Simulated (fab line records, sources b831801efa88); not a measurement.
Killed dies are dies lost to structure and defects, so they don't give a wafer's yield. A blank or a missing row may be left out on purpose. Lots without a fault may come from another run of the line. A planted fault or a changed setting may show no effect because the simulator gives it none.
Which tool did it? | flow sky130 | 10 lots, 30 wafers sampled, at 5 steps of a route of 708

WHAT THE GAUGES READ, wafer by wafer
SKY_SD_P_OVL_MEAS_08.
lot  | measured     | on         | SD_P_OVL (nm)
L949 | day 26 04:27 | overlay-01 | 0.7 1.2 0.6
L950 | day 26 04:46 | overlay-01 | -0.2 -0.3 0.6
L957 | day 28 10:22 | overlay-01 | 2.1 1.0 2.0
L958 | day 28 17:54 | overlay-01 | -0.1 1.8 0.7
L961 | day 29 12:58 | overlay-01 | 2.3 0.7 4.3
L968 | day 32 07:16 | overlay-01 | 3.1 3.4 1.9
L969 | day 32 14:35 | overlay-01 | -0.5 0.4 0.7
L970 | day 33 06:46 | overlay-01 | 1.1 0.4 2.4
L971 | day 33 07:40 | overlay-02 | -0.8 1.5 0.8
L972 | day 34 00:58 | overlay-02 | 2.2 2.9 2.3

SKY_LI_CONTACT_BOW_MEAS_03.
lot  | measured     | on            | LI_CONTACT_BOW (um)
L949 | day 28 16:01 | film_metro-04 | 63 54 51
L950 | day 28 16:20 | film_metro-01 | 52 56 62
L957 | day 30 20:08 | film_metro-04 | 50 53 54
L958 | day 31 03:22 | film_metro-01 | 67 62 66
L961 | day 31 22:06 | film_metro-01 | 52 63 53
L968 | day 34 14:06 | film_metro-01 | 66 59 60
L969 | day 34 21:38 | film_metro-04 | 52 53 51
L970 | day 35 12:19 | film_metro-01 | 62 67 62
L971 | day 35 13:40 | film_metro-01 | 41 58 61
L972 | day 36 05:54 | film_metro-04 | 64 56 60

SKY_LOCAL_INTERCONNECT_RS_MEAS_01: measures by four-point-probe.
lot  | measured     | on            | LOCAL_INTERCONNECT_TIN_RS (ohm/sq)
L949 | day 29 21:49 | film_metro-02 | 14.13 14.08 14.04
L950 | day 29 22:11 | film_metro-01 | 14.14 14.10 14.31
L957 | day 32 01:23 | film_metro-03 | 14.41 14.42 14.56
L958 | day 32 08:38 | film_metro-02 | 14.43 14.60 14.65
L961 | day 33 03:04 | film_metro-02 | 14.57 14.37 14.60
L968 | day 35 16:34 | film_metro-03 | 13.78 13.92 13.79
L969 | day 36 01:10 | film_metro-03 | 13.85 13.72 13.52
L970 | day 36 16:02 | film_metro-03 | 13.75 13.64 13.76
L971 | day 36 17:33 | film_metro-01 | 13.56 13.67 13.52
L972 | day 37 09:14 | film_metro-03 | 13.63 13.69 13.73

SKY_LOCAL_INTERCONNECT_THK_MEAS_02: measures by xrf.
lot  | measured     | on            | LOCAL_INTERCONNECT_TIN_THK (nm)
L949 | day 29 21:56 | film_metro-02 | 99.9 99.5 100.4
L950 | day 29 22:18 | film_metro-01 | 97.9 98.8 96.9
L957 | day 32 01:29 | film_metro-03 | 96.8 96.5 95.6
L958 | day 32 08:45 | film_metro-02 | 97.4 96.9 96.0
L961 | day 33 03:10 | film_metro-02 | 96.8 98.2 97.0
L968 | day 35 16:40 | film_metro-03 | 101.3 99.8 101.7
L969 | day 36 01:16 | film_metro-03 | 101.3 102.6 103.2
L970 | day 36 16:10 | film_metro-03 | 101.5 103.0 101.7
L971 | day 36 17:40 | film_metro-01 | 102.2 101.9 102.4
L972 | day 37 09:20 | film_metro-03 | 102.0 101.5 100.7

WHICH TOOL RAN EACH LOT (tool, then ch and the chambers of the sampled wafers, then the start)
lot  | SKY_LOCAL_INTERCONNECT_SPUTTER_00
L949 | pvd_sputter-02, day 29 21:46
L950 | pvd_sputter-04, day 29 22:07
L957 | pvd_sputter-03, day 32 01:17
L958 | pvd_sputter-03, day 32 08:34
L961 | pvd_sputter-03, day 33 02:57
L968 | pvd_sputter-02, day 35 16:27
L969 | pvd_sputter-03, day 36 01:04
L970 | pvd_sputter-02, day 36 15:58
L971 | pvd_sputter-03, day 36 17:29
L972 | pvd_sputter-02, day 37 09:08
- SKY_LOCAL_INTERCONNECT_SPUTTER_00: material TiN, target thk 100 nm, time 83.3 s.

WHAT THE TOOLS THEMSELVES READ (means of the sampled wafers that have a number; where no wafer has one, the mark that the record gives instead)
SKY_LOCAL_INTERCONNECT_SPUTTER_00.
lot  | tool           | susceptor_temp_C (C) | throttle_valve_pct (%)
L949 | pvd_sputter-02 | 300.20               | 29.5
L950 | pvd_sputter-04 | 300.08               | 30.3
L957 | pvd_sputter-03 | -                    | 29.0
L958 | pvd_sputter-03 | -                    | 29.8
L961 | pvd_sputter-03 | -                    | 28.9
L968 | pvd_sputter-02 | 300.15               | 29.1
L969 | pvd_sputter-03 | 300.00               | 29.0
L970 | pvd_sputter-02 | 299.76               | 29.1
L971 | pvd_sputter-03 | 300.20               | 28.8
L972 | pvd_sputter-02 | 300.29               | 29.6

THE ANSWER, worked out from the rows above alone
Rule: what is usual is taken from the lots themselves. Put in order of their means at a reading, lots are off if they are a third of the lots or fewer, leave a main group of 4 or more, and stand apart from it by a gap of 3 or more times the standard deviation of the main group's means; of several such gaps the widest counts. A main group whose means are all the same, to the digits that the tables above print for the reading, isn't used. A lot without any number at a reading at which 4 lots or more have one is off too. The other lots that the step has rows for count as sound. The gauges are gone through in route order, then the tools' own readings, and for those a lot's mean is taken as printed above. The first step at which some lot is off is used, and at that step the reading that is off furthest; a lot without a number counts as furthest.
Off: L957, L958, L961, at SKY_LOCAL_INTERCONNECT_SPUTTER_00 (susceptor_temp_C). Without a number there: L957, L958, L961. The main group: mean 300.10 C, standard deviation 0.16.
A tool fits if, at that step or a process step before it, it ran every lot that is off, and no sound lot after the first of them. None of those tried fits.

WHAT THE SIMULATOR HAD PUT IN
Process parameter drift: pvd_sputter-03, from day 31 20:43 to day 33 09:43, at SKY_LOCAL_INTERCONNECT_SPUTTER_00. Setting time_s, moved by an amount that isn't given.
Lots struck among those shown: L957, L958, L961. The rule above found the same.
